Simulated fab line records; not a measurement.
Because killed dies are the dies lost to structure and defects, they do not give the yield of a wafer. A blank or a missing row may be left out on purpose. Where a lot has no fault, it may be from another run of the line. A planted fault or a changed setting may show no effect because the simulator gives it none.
The tool behind it: which one? / flow sky130 / 18 wafers from 6 lots sampled at 2 of the route's 708 steps

== WHAT EACH GAUGE READ, for each wafer ==
SKY_VIA1_OVL_MEAS_13.
lot=L793; measured=day 34 19:01; on=overlay-02; VIA1_OVL (nm)=-15 -1 1
lot=L795; measured=day 35 12:21; on=overlay-02; VIA1_OVL (nm)=2 9 6
lot=L798; measured=day 36 07:53; on=overlay-01; VIA1_OVL (nm)=-5 -9 -9
lot=L800; measured=day 36 19:22; on=overlay-01; VIA1_OVL (nm)=4 0 -2
lot=L803; measured=day 37 17:02; on=overlay-01; VIA1_OVL (nm)=-7 -6 -8
lot=L809; measured=day 39 10:17; on=overlay-01; VIA1_OVL (nm)=-4 2 -2

== WHICH TOOL RAN EACH LOT (tool, then ch and the chambers of the sampled wafers, then the start) ==
lot=L793; SKY_FIELD_ISO_ETCH_17=rieSi-02 ch 0,1,2, day 2 13:35
lot=L795; SKY_FIELD_ISO_ETCH_17=rieSi-01 ch 0,1,2, day 2 22:52
lot=L798; SKY_FIELD_ISO_ETCH_17=rieSi-02 ch 0,1,3, day 3 12:49
lot=L800; SKY_FIELD_ISO_ETCH_17=rieSi-01 ch 0,3, day 3 22:41
lot=L803; SKY_FIELD_ISO_ETCH_17=rieSi-01 ch 1,2,3, day 4 13:32
lot=L809; SKY_FIELD_ISO_ETCH_17=rieSi-01 ch 0,3, day 5 21:31
- SKY_FIELD_ISO_ETCH_17: etches Si in HBr/Cl2/O2, target depth 342 nm, time 97.7 s.

== THE ANSWER, worked out from the rows above alone ==
Rule: what is usual is taken from the lots themselves. The widest of any qualifying gaps counts: lots, ordered by their means at a reading, are off when they make up no more than a third of the lots, leave a main group of 4 or more, and stand apart from it by 3 or more times the standard deviation of that group's means. A main group whose means are all the same, to the digits that the tables above print for the reading, isn't used. Also off: a lot with no number at a reading for which 4 or more lots have one. The other lots that the step has rows for count as sound.
No lot is off on any of the readings shown, so nothing can be concluded from this.

== WHAT THE SIMULATOR HAD INSERTED ==
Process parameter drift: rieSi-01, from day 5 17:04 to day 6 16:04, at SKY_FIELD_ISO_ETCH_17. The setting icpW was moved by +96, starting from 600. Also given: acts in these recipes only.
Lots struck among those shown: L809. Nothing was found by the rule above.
